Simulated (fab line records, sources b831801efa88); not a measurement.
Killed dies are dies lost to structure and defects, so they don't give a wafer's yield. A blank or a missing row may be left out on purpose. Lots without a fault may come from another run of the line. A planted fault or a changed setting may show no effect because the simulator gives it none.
Which tool did it? | flow sky130 | 13 lots, 39 wafers sampled, at 3 steps of a route of 708

WHAT THE GAUGES READ, wafer by wafer
SKY_VIA1_OVL_MEAS_13. Usual: VIA1_OVL -2 nm, standard deviation 4.8.
lot  | measured     | on         | VIA1_OVL (nm) | flag
L340 | day 33 22:54 | overlay-02 | -3 -7 -7      |
L341 | day 34 02:33 | overlay-01 | -6 -4 -7      |
L342 | day 34 19:09 | overlay-01 | -10 -2 -6     |
L343 | day 35 07:19 | overlay-01 | 2 9 -4        |
L344 | day 35 09:22 | overlay-02 | -3 0 -1       |
L348 | day 36 22:55 | overlay-01 | -6 -10 -1     |
L351 | day 37 21:04 | overlay-01 | -1 8 -2       |
L355 | day 39 06:56 | overlay-01 | 0 -6 -2       |
L357 | day 39 10:19 | overlay-02 | 2 -2 2        |
L359 | day 40 01:07 | overlay-02 | 3 1 6         |
L361 | day 40 10:36 | overlay-02 | 2 -8 -3       |
L360 | day 40 18:06 | overlay-02 | 4 -3 8        |
L362 | day 41 03:25 | overlay-01 | -6 -2 -13     |

SKY_METAL2_RS_MEAS_05: measures by four-point-probe. Usual: METAL2_ALCU_RS 0.1273 ohm/sq, standard deviation 0.0013.
lot  | measured     | on            | METAL2_ALCU_RS (ohm/sq) | flag
L340 | day 34 00:23 | film_metro-01 | 0.1284 0.1272 0.1284    |
L341 | day 34 04:02 | film_metro-03 | 0.1271 0.1240 0.1265    |
L342 | day 34 20:40 | film_metro-03 | 0.1279 0.1284 0.1269    |
L343 | day 35 08:50 | film_metro-03 | 0.1265 0.1273 0.1266    |
L344 | day 35 10:52 | film_metro-01 | 0.1272 0.1267 0.1272    |
L348 | day 37 00:25 | film_metro-02 | 0.1252 0.1272 0.1263    |
L351 | day 37 22:39 | film_metro-01 | 0.1286 0.1280 0.1272    |
L355 | day 39 08:27 | film_metro-01 | 0.1290 0.1295 0.1288    |
L357 | day 39 11:50 | film_metro-03 | 0.1280 0.1273 0.1274    |
L359 | day 40 02:37 | film_metro-01 | 0.1261 0.1243 0.1270    |
L361 | day 40 12:08 | film_metro-01 | 0.1285 0.1273 0.1286    |
L360 | day 40 19:36 | film_metro-02 | 0.1270 0.1270 0.1274    |
L362 | day 41 05:23 | film_metro-01 | 0.1256 0.1275 0.1270    |

WHICH TOOL RAN EACH LOT (tool, then ch and the chambers of the sampled wafers, then the start)
lot  | SKY_METAL1_SPUTTER_04
L340 | pvd_sputter-02, day 31 15:39
L341 | pvd_sputter-03, day 31 19:08
L342 | pvd_sputter-02, day 32 11:50
L343 | pvd_sputter-03, day 33 00:39
L344 | pvd_sputter-02, day 33 02:49
L348 | pvd_sputter-02, day 34 16:02
L351 | pvd_sputter-01, day 35 14:53
L355 | pvd_sputter-02, day 37 03:19
L357 | pvd_sputter-01, day 37 05:18
L359 | pvd_sputter-02, day 37 21:16
L361 | pvd_sputter-01, day 38 06:46
L360 | pvd_sputter-01, day 38 14:41
L362 | pvd_sputter-01, day 38 23:09
- SKY_METAL1_SPUTTER_04: material TiN, target thk 70 nm, time 58.3 s.

WHAT THE TOOLS THEMSELVES READ (means of the sampled wafers that have a number; where no wafer has one, the mark that the record gives instead)
SKY_METAL1_SPUTTER_04. Usual: throttle_valve_pct 30.3 %, standard deviation 0.85.
lot  | tool           | throttle_valve_pct (%) | flag
L340 | pvd_sputter-02 | 30.5                   |
L341 | pvd_sputter-03 | 29.6                   |
L342 | pvd_sputter-02 | 30.0                   |
L343 | pvd_sputter-03 | 29.7                   |
L344 | pvd_sputter-02 | 30.0                   |
L348 | pvd_sputter-02 | 30.3                   |
L351 | pvd_sputter-01 | 30.1                   |
L355 | pvd_sputter-02 | 30.2                   |
L357 | pvd_sputter-01 | 31.2                   |
L359 | pvd_sputter-02 | 30.5                   |
L361 | pvd_sputter-01 | 31.1                   |
L360 | pvd_sputter-01 | 30.9                   |
L362 | pvd_sputter-01 | 31.4                   |

THE ANSWER, worked out from the rows above alone
Rule: a lot is off if the mean of its wafers that have a number lies more than 3 standard deviations from the usual mean. A lot without any number at a reading at which 4 lots or more have one is off too. The other lots that the step has rows for count as sound. The gauges are gone through in route order, then the tools' own readings, and for those a lot's mean is taken as printed above. The first step at which some lot is off is used, and at that step the reading that is off furthest; a lot without a number counts as furthest.
No lot is off at any reading shown: from this, nothing can be told.

WHAT THE SIMULATOR HAD PUT IN
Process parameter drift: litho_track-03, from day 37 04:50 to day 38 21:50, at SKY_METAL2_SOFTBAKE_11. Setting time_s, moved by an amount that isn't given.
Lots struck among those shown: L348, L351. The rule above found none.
